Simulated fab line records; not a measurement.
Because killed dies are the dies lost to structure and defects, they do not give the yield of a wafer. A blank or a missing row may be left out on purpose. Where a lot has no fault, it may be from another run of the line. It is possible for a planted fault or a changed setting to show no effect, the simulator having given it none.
Chamber matching ; flow gf180mcu ; pecvd-02 running GF_V3_CVD_02: 3 sister chambers
The step deposits SiO2 from TEOS, target thk 850 nm, time 94.851 s. 16 wafers are shown with their chamber, then 8 later ones without.

EACH WAFER AND ITS CHAMBER
wafer;chamber;heater power w (W);susceptor temp C (C)
L075.2;1;546;399.73
L075.3;2;594;399.88
L075.5;2;652;399.95
L080.1;0;650;399.99
L080.2;2;601;399.68
L080.6;2;651;399.60
L086.2;1;535;400.11
L086.5;1;569;399.85
L086.6;2;739;399.70
L087.2;2;648;400.17
L087.4;2;714;400.13
L087.5;1;522;400.34
L090.1;1;555;400.02
L090.2;2;625;399.95
L090.3;0;705;399.78
L093.1;2;705;399.98

SIGNATURES (averages over the wafers above)
reading;chamber 0;chamber 1;chamber 2;scatter within a chamber
heater power w;677.50;545.40;658.78;42.4
susceptor temp C;399.8850;400.0100;399.8933;0.208
Rule: distance of a wafer from a chamber = root of the sum over the readings of ((wafer's reading minus chamber's mean) / reading's scatter) squared. If the next closest chamber is less than 2 further off than the closest, the wafer can't be placed; otherwise it belongs to the closest. The scatter is the square root of a quotient: the sum, over the shown wafers, of each reading's squared deviation from its chamber's mean, divided by wafers minus chambers.

WAFERS WHOSE CHAMBER IS MISSING
wafer;heater power w (W);susceptor temp C (C)
L093.5;586;399.96
L093.6;571;399.64
L095.1;673;400.16
L095.3;502;400.01
L095.6;553;399.79
L096.1;526;399.68
L096.3;712;400.05
L096.6;575;400.06

WHICH CHAMBER EACH WENT THROUGH
wafer;from the rows above;in truth
L093.5;can't be placed: 1 or 2 or 0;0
L093.6;can't be placed: 1 or 2 or 0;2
L095.1;can't be placed: 2 or 0 or 1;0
L095.3;1;1
L095.6;can't be placed: 1 or 2 or 0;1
L096.1;can't be placed: 1 or 2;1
L096.3;can't be placed: 0 or 2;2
L096.6;can't be placed: 1 or 2 or 0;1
Correct placement for 1 of the 8. Cannot be placed on the basis of these rows: 7; the candidates contain the true chamber in 7. Number placed wrongly: 0.
